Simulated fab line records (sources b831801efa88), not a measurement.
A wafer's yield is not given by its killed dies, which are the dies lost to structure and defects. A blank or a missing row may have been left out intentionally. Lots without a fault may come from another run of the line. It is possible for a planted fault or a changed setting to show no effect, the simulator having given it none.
Struck lot and sound lot, side by side    flow sky130    44 out of 708 route steps
Sound: wafers L928.2, L928.4, L928.6. The struck wafers were L939.2, L939.3, L939.4. The cause is named last.
For every step that has rows: the tool of each side, followed by ch and its chambers, followed by its first start. Under that, the readings that differ: sound wafers    struck wafers    difference of the means    sigmas: that difference in standard deviations of wafers without a fault.
alike: same words and numbers on both sides, and readings whose means sit less than 2 such deviations apart. not compared: any withheld reading, any reading some wafer has no value for, any bound like >300 that may hide the same value, and any number with overlapping values for which the record gives no deviation.
Wherever a step has rows on one side only, a row that says differs or no value, or a row with sigmas, the two part there. Numbers that don't overlap but have no deviation are shown without sigmas and don't part them. A reading that every wafer of one side lacks parts them only if that side has two wafers or more.

first, 1 step without rows for these wafers: SKY_SONOS_TUNNEL_DEVELOP_06 (develop time 60 s).
SKY_SONOS_TUNNEL_CD_MEAS_07: target cd 410 nm.
  sound: cdSem-02 at day 13 04:20; struck: cdSem-01 at day 17 05:09
  alike: cdNm
SKY_SONOS_TUNNEL_OVL_MEAS_08:
  sound: overlay-02 at day 13 04:27; struck: overlay-01 at day 17 05:16
  alike: SONOS_TUNNEL_OVL
then, 3 steps without rows for these wafers: SKY_SONOS_TUNNEL_IMPLANT_09; SKY_SONOS_TUNNEL_WET_ETCH_10 (etches SiO2 in dHF, target depth 14 nm, time 280 s); SKY_SONOS_TUNNEL_STRIP_11 (strips in SPM, time 600 s).
SKY_SONOS_TUNNEL_TW_MEAS_12:
  sound: filmMetro-02 at day 13 04:54; struck: filmMetro-01 at day 17 05:58
  alike: SONOS_TUNNEL_TW
then, 2 steps without rows for these wafers: SKY_SONOS_TUNNEL_CLEAN_13 (cleans in dHF, time 20 s); SKY_SONOS_ONO_OXIDATION_00 (stabilise 600 s, purge 300 s, target thk 2.6 nm).
SKY_SONOS_ONO_THK_MEAS_01:
  sound: filmMetro-03 at day 13 07:25; struck: filmMetro-02 at day 17 08:11
  alike: SONOS_ONO_OXIDATION_THK
then, 1 step without rows for these wafers: SKY_SONOS_ONO_CVD_02 (deposits Si3N4 from DCS/NH3, target thk 10.5 nm, time 180 s).
SKY_SONOS_ONO_THK_MEAS_03:
  sound: filmMetro-03 at day 13 09:10; struck: filmMetro-01 at day 17 09:18
  alike: SONOS_ONO_CVD_02_THK
SKY_SONOS_ONO_CVD_04: deposits SiO2 from SiH4/N2O, target thk 5.7199 nm.
  sound on lpcvd-03 ch 0, day 13 09:13; struck on lpcvd-03 ch 0, day 17 09:21
reading                                    sound              struck            difference  sigmas
model.SiO2_of_SONOS_ONO_CVD_04.thkNm (nm)  5.551 5.607 5.525  7.017 7.07 7.142  +1.515      
  alike: spikeTcUpperC, zonePowerTopPct
SKY_SONOS_ONO_THK_MEAS_05:
  sound: filmMetro-01 at day 13 10:29; struck: filmMetro-02 at day 17 10:37
reading                    sound           struck          difference  sigmas
SONOS_ONO_CVD_04_THK (nm)  5.58 5.60 5.53  6.94 7.05 7.14  +1.47       +15
then, 7 steps without rows for these wafers: SKY_SONOS_ONO_DEHYDRATE_06 (time 60 s); SKY_SONOS_ONO_HMDS_07 (prime time 60 s); SKY_SONOS_ONO_COAT_08 (resist thk 1140 nm); SKY_SONOS_ONO_SOFTBAKE_09 (time 60 s); SKY_SONOS_ONO_EXPOSE_10 (exposes mask ONOM, target cd 410 nm); SKY_SONOS_ONO_PEB_11; SKY_SONOS_ONO_DEVELOP_12 (develop time 60 s).
SKY_SONOS_ONO_CD_MEAS_13: target cd 410 nm.
  sound: cdSem-01 at day 14 12:30; struck: cdSem-02 at day 18 16:31
  alike: cdNm
SKY_SONOS_ONO_OVL_MEAS_14:
  sound: overlay-02 at day 14 12:37; struck: overlay-02 at day 18 16:38
  alike: SONOS_ONO_OVL
SKY_SONOS_ONO_ETCH_15: etches the open film in CHF3/O2, target depth 19.52 nm, time 7.8 s.
  sound on rieDiel-02 ch 0,2, day 14 12:38; struck on rieDiel-04 ch 0,2,3, day 18 16:40
  alike: chf3FlowSccm, drypumpMotorCurrentA, oesProductAu, throttleValvePct
  not compared: rfHoursCounterH
then, 1 step without rows for these wafers: SKY_SONOS_ONO_WET_ETCH_16 (etches SiO2 in dHF, target depth 14 nm, time 280 s).
SKY_SONOS_ONO_STRIP_17: strips in O2/N2.
  sound on plasmaAsher-04 ch 0, day 14 12:51; struck on plasmaAsher-03 ch 0,1, day 18 16:46
reading                   sound              struck             difference  sigmas
stripTimeToEndpointS (s)  14.07 14.06 14.03  14.13 14.16 14.12  +0.08       +2
  alike: drypumpMotorCurrentA, oesProductAu
  not compared: rfHoursCounterH
then, 3 steps without rows for these wafers: SKY_SONOS_ONO_WET_ETCH_18 (etches Si3N4 in H3PO4, target depth 15 nm, time 172 s); SKY_GATE_OXIDE_CLEAN_00 (cleans in SC1/SC2, time 150 s); SKY_GATE_OXIDE_OXIDATION_01 (stabilise 600 s, purge 300 s, target thk 10.268 nm).
SKY_GATE_OXIDE_THK_MEAS_02:
  sound: filmMetro-03 at day 14 14:58; struck: filmMetro-02 at day 18 18:24
reading                           sound              struck           difference  sigmas
GATE_OXIDE_OXIDATION_00_THK (nm)  10.67 10.67 10.73  9.98 10.15 9.97  -0.66       -3
then, 7 steps without rows for these wafers: SKY_GATE_OXIDE_DEHYDRATE_03 (time 60 s); SKY_GATE_OXIDE_HMDS_04 (prime time 60 s); SKY_GATE_OXIDE_COAT_05 (resist thk 1140 nm); SKY_GATE_OXIDE_SOFTBAKE_06 (time 60 s); SKY_GATE_OXIDE_EXPOSE_07 (exposes mask LVOM, target cd 600 nm); SKY_GATE_OXIDE_PEB_08; SKY_GATE_OXIDE_DEVELOP_09 (develop time 60 s).
SKY_GATE_OXIDE_OVL_MEAS_10:
  sound: overlay-02 at day 15 17:50; struck: overlay-01 at day 20 01:20
  alike: GATE_OXIDE_OVL
then, 2 steps without rows for these wafers: SKY_GATE_OXIDE_IMPLANT_11; SKY_GATE_OXIDE_WET_ETCH_12 (etches SiO2 in dHF, target depth 16.8 nm, time 336 s).
SKY_GATE_OXIDE_STRIP_13: strips in O2/N2.
  sound on plasmaAsher-01 ch 1, day 15 18:07; struck on plasmaAsher-01 ch 0,1, day 20 01:37
  alike: drypumpMotorCurrentA, oesProductAu, stripTimeToEndpointS
  not compared: rfHoursCounterH
SKY_GATE_OXIDE_TW_MEAS_14:
  sound: filmMetro-04 at day 15 18:13; struck: filmMetro-04 at day 20 01:44
  alike: GATE_OXIDE_TW
SKY_GATE_OXIDE_CLEAN_15: cleans in SC1/SC2, time 150 s.
  sound on wetBench-03 ch 1, day 15 18:16; struck on wetBench-01 ch 0, day 20 01:47
reading                                    sound              struck             difference  sigmas
model.SiO2_of_SONOS_ONO_CVD_04.thkNm (nm)  4.064 4.121 4.037  5.492 5.543 5.619  +1.477      
-- here the record skips 30 days between the struck wafers' starts before and after, leaving off in module GATE_OXIDE and picking up in module PAD_OPEN (first step shown: number 708 of the route) --
SKY_PAD_OPEN_PROBE_99:
  sound: prober-01 at day 47 04:29; struck: prober-02 at day 49 20:36
reading                                  sound                 struck                difference  sigmas
model.etest.sonosErased.driveUaUm        186.2 196 183.1       101.1 90.86 101.8     -90.5       
model.etest.sonosUncharged.rOnOhmUm      804.5 809.3 811.7     849.7 843.3 850.7     +39.4       
model.etest.sonosProgrammed.offLog10AUm  -14.05 -13.87 -13.98  -10.35 -10.05 -10.01  +3.83       
model.etest.capOno.gateLog10ACm2         -7.759 -7.983 -7.704  -9.694 -9.885 -9.85   -1.994      
model.etest.capOno.gateBvV (V)           16.04 16.37 16.28     18.13 18.26 18.24     +1.98       
model.etest.capOno.toxAccNm (nm)         12.72 12.92 12.71     14.23 14.34 14.33     +1.52       
model.etest.sonosProgrammed.vtV (V)      1.543 1.49 1.544      0.6307 0.5896 0.5846  -0.9240     
model.etest.sonosErased.vtV (V)          -2.302 -2.237 -2.308  -1.516 -1.419 -1.482  +0.810      
  alike: killed_at_M0_to_M3, killed_at_M4_up, killedAtContacts, killedAtFrontEnd, killedAtOther, killedDies, killedOpen, killedShort

## WHERE THEY PART
Earliest at SKY_SONOS_ONO_THK_MEAS_05; latest, in this record, at SKY_GATE_OXIDE_THK_MEAS_02. Later steps at which nothing parts them and some readings are alike: SKY_GATE_OXIDE_OVL_MEAS_10, SKY_GATE_OXIDE_STRIP_13, SKY_GATE_OXIDE_TW_MEAS_14, SKY_PAD_OPEN_PROBE_99.

WHY: whatever the simulator had introduced
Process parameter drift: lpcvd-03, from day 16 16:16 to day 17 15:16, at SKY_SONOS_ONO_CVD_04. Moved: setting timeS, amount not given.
